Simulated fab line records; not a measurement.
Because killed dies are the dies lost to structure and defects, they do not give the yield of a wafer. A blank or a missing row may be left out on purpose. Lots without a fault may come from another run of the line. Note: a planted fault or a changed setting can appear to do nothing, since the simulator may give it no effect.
A struck lot beside a sound one / flow sky130 / 16 out of 708 route steps
Sound: these wafers, L999.4, L999.5, L999.6. The struck wafers were L106.3, L106.4, L106.6. At the end, the cause is stated.
Per side, at each step with rows, come the tool, then ch with its chambers, and then its first start. Under that, the readings that differ: sound wafers / struck wafers / difference of the means / sigmas: that difference in standard deviations of wafers without a fault.
alike: readings whose means differ by less than 2 such deviations, and words and numbers that are the same on both sides. not compared: withheld readings, readings that some wafer has no value for, bounds like >300 that may hide the same value, and numbers for which the record gives no deviation and whose values overlap.
Wherever a step has rows on one side only, a row that says differs or no value, or a row with sigmas, the two part there. Non-overlapping numbers with no deviation appear without sigmas and do not part them. A reading missing from all wafers of one side parts the sides only when that side holds two or more wafers.

first, 1 step without rows for these wafers: SKY_VT_ADJUST_NCORE_IMPLANT_09.
SKY_VT_ADJUST_NCORE_STRIP_10: strips in O2/N2.
  sound on plasmaAsher-03 ch 0,1, day 10 16:08; struck on plasmaAsher-02 ch 0,1, day 12 07:59
reading=drypumpMotorCurrentA (A); sound=5.3 5.8 5.3; struck=6.8 6.1 6.8; difference=+1.1; sigmas=+2
reading=stripTimeToEndpointS (s); sound=14.14 14.12 14.07; struck=14.16 14.23 14.21; difference=+0.09; sigmas=+2
  alike: oesProductAu
  not compared: rfHoursCounterH
SKY_VT_ADJUST_NCORE_TW_MEAS_11:
  sound: filmMetro-04 at day 10 16:14; struck: filmMetro-04 at day 12 08:04
  alike: VT_ADJUST_NCORE_TW
then, 7 steps without rows for these wafers: SKY_VT_ADJUST_HVTR_DEHYDRATE_00 (time 60 s); SKY_VT_ADJUST_HVTR_HMDS_01 (prime time 60 s); SKY_VT_ADJUST_HVTR_COAT_02 (resist thk 1140 nm); SKY_VT_ADJUST_HVTR_SOFTBAKE_03 (time 60 s); SKY_VT_ADJUST_HVTR_EXPOSE_04 (exposes mask HVTRM, target cd 380 nm); SKY_VT_ADJUST_HVTR_PEB_05; SKY_VT_ADJUST_HVTR_DEVELOP_06 (develop time 60 s).
SKY_VT_ADJUST_HVTR_CD_MEAS_07 targets a cd of 380 nm.
  sound: cdSem-02 at day 11 15:51; struck: cdSem-01 at day 13 08:23
  alike: cdNm
SKY_VT_ADJUST_HVTR_OVL_MEAS_08:
  sound: overlay-01 at day 11 15:56; struck: overlay-02 at day 13 08:29
  alike: VT_ADJUST_HVTR_OVL
SKY_VT_ADJUST_HVTR_IMPLANT_09:
  sound on implanter-04 ch 0, day 11 16:02; struck on implanter-02 ch 0, day 13 08:33
reading=doseIonsCm2; sound=2.102e+12 2.0984e+12 2.1004e+12; struck=1.5595e+12 1.5599e+12 1.5573e+12; difference=-5.4137e+11; sigmas=-99 or more
reading=faradayCurrentUA; sound=11.79 11.74 12.17; struck=9.04 8.63 8.77; difference=-3.09; sigmas=-13
  alike: beamEnergyKeV
SKY_VT_ADJUST_HVTR_STRIP_10: strips in O2/N2.
  sound on plasmaAsher-01 ch 0,1, day 11 16:08; struck on plasmaAsher-02 ch 0,1, day 13 08:41
reading=stripTimeToEndpointS (s); sound=14.21 14.20 14.18; struck=14.11 14.07 14.07; difference=-0.11; sigmas=-3
  alike: drypumpMotorCurrentA, oesProductAu
  not compared: rfHoursCounterH
SKY_VT_ADJUST_HVTR_TW_MEAS_11:
  sound: filmMetro-02 at day 11 16:14; struck: filmMetro-02 at day 13 09:00
reading=VT_ADJUST_HVTR_TW; sound=208.5 207.1 207.7; struck=191.8 191.1 190.0; difference=-16.8; sigmas=-8
  not compared: hold
SKY_PAD_OPEN_PROBE_99:
  the record holds rows for the sound wafers here (prober-01, day 47 12:46) but none for the struck ones

## WHERE THEY PART
At SKY_VT_ADJUST_NCORE_STRIP_10 first; at SKY_PAD_OPEN_PROBE_99 last (within this record only).

WHY: what had been put in by the simulator
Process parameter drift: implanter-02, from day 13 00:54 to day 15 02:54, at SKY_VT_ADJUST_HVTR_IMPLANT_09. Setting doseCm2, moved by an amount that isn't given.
